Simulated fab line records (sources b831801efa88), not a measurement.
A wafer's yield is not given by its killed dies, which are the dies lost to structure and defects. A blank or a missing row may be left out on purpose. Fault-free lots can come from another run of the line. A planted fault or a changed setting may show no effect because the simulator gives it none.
Comparing a struck lot with a sound one / flow sky130 / 16 steps out of a route of 708
Sound: these wafers, L341.1, L341.4, L341.6. Struck: wafer L357.5. (L357.4 of the same lot was not struck and is left out.) The cause comes at the end.
Order at every step that has rows: each side's tool, ch and its chambers, its first start. Under that, the readings that differ: sound wafers / struck wafers / difference of the means / sigmas: that difference in standard deviations of wafers without a fault.
alike: readings whose means differ by less than 2 such deviations, and words and numbers that are the same on both sides. not compared: withheld readings, readings that some wafer has no value for, bounds like >300 that may hide the same value, and numbers for which the record gives no deviation and whose values overlap.
Wherever a step has rows on one side only, a row that says differs or no value, or a row with sigmas, the two part there. Numbers that don't overlap but have no deviation are shown without sigmas and don't part them. A reading that every wafer of one side lacks parts them only if that side has two wafers or more.

first, 3 steps without rows for these wafers: SKY_METAL1_EXPOSE_12 (exposes mask MM1, target cd 140 nm); SKY_METAL1_PEB_13; SKY_METAL1_DEVELOP_14 (develop time 60 s).
SKY_METAL1_CD_MEAS_15: target cd 140 nm.
  sound: cd_sem-02 at day 35 05:46; struck: cd_sem-02 at day 39 07:58
  alike: cd_nm
SKY_METAL1_OVL_MEAS_16:
  sound: overlay-02 at day 35 05:53; struck: overlay-02 at day 39 08:02
  alike: METAL1_OVL
SKY_METAL1_DESCUM_17: chemistry O2, time 8 s.
  sound on rie_metal-01 ch 0,1, day 35 05:55; struck on rie_metal-03 ch 1, day 39 08:04
  alike: drypump_motor_current_A, oes_product_au
  not compared: rf_hours_counter_h
SKY_METAL1_ETCH_18: etches BARC in N2/H2, stops on SiO2, time 45.9 s, target depth 60 nm.
  sound on rie_metal-01 ch 0,1, day 35 05:57; struck on rie_metal-03 ch 1, day 39 08:07
  alike: drypump_motor_current_A, oes_product_au, throttle_valve_pct
  not compared: rf_hours_counter_h
SKY_METAL1_METAL_ETCH_19: etches the open film in Cl2/BCl3, stops on SiO2, target depth 360 nm, time 78 s.
  sound on rie_metal-01 ch 0,1, day 35 06:01; struck on rie_metal-03 ch 1, day 39 08:11
  alike: drypump_motor_current_A, oes_product_au, throttle_valve_pct
  not compared: rf_hours_counter_h
SKY_METAL1_STRIP_20: strips in O2/N2.
  sound on plasma_asher-03 ch 0,1, day 35 06:06; struck on plasma_asher-04 ch 0, day 39 08:16
  alike: drypump_motor_current_A, oes_product_au, strip_time_to_endpoint_s
  not compared: rf_hours_counter_h
then, 3 steps without rows for these wafers: SKY_METAL1_STRIP_21 (strips in post etch residue remover, time 1200 s); SKY_METAL1_CLEAN_22 (cleans in IPA, time 180 s); SKY_METAL1_CLEAN_23 (cleans in O3/DIW).
SKY_VIA1_HDPCVD_00: deposits SiO2, target thk 1030 nm, time 171.7 s.
  sound on hdpcvd-02 ch 0,1,2, day 35 06:42; struck on hdpcvd-02 ch 2, day 39 08:54
reading=run_length_s (s); sound=198.8 199.4 199.5; struck=186.7; difference=-12.5; sigmas=-33
reading=model.SiO2_of_VIA1_HDPCVD_00.thk_nm (nm); sound=1014 1014 1026; struck=961.5; difference=-56.5; sigmas=
SKY_VIA1_THK_MEAS_01:
  sound: film_metro-02 at day 35 06:49; struck: film_metro-01 at day 39 08:59
reading=VIA1_HDPCVD_THK (nm); sound=1013 1014 1026; struck=961; difference=-57; sigmas=-4
SKY_VIA1_CMP_02: polishes SiO2.
  sound on cmp-01 ch 0,1,2, day 35 07:09; struck on cmp-01 ch 1, day 39 09:10
  alike: motor_current_A
SKY_PAD_OPEN_PROBE_99:
  rows exist in the record for the sound wafers here (prober-01, day 47 20:44), none for the struck ones

WHERE THEY PART
At SKY_VIA1_HDPCVD_00 first; at SKY_PAD_OPEN_PROBE_99 last (within this record only).

WHY: whatever the simulator had introduced
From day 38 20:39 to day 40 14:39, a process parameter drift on hdpcvd-02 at SKY_VIA1_HDPCVD_00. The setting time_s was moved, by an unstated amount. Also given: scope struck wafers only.
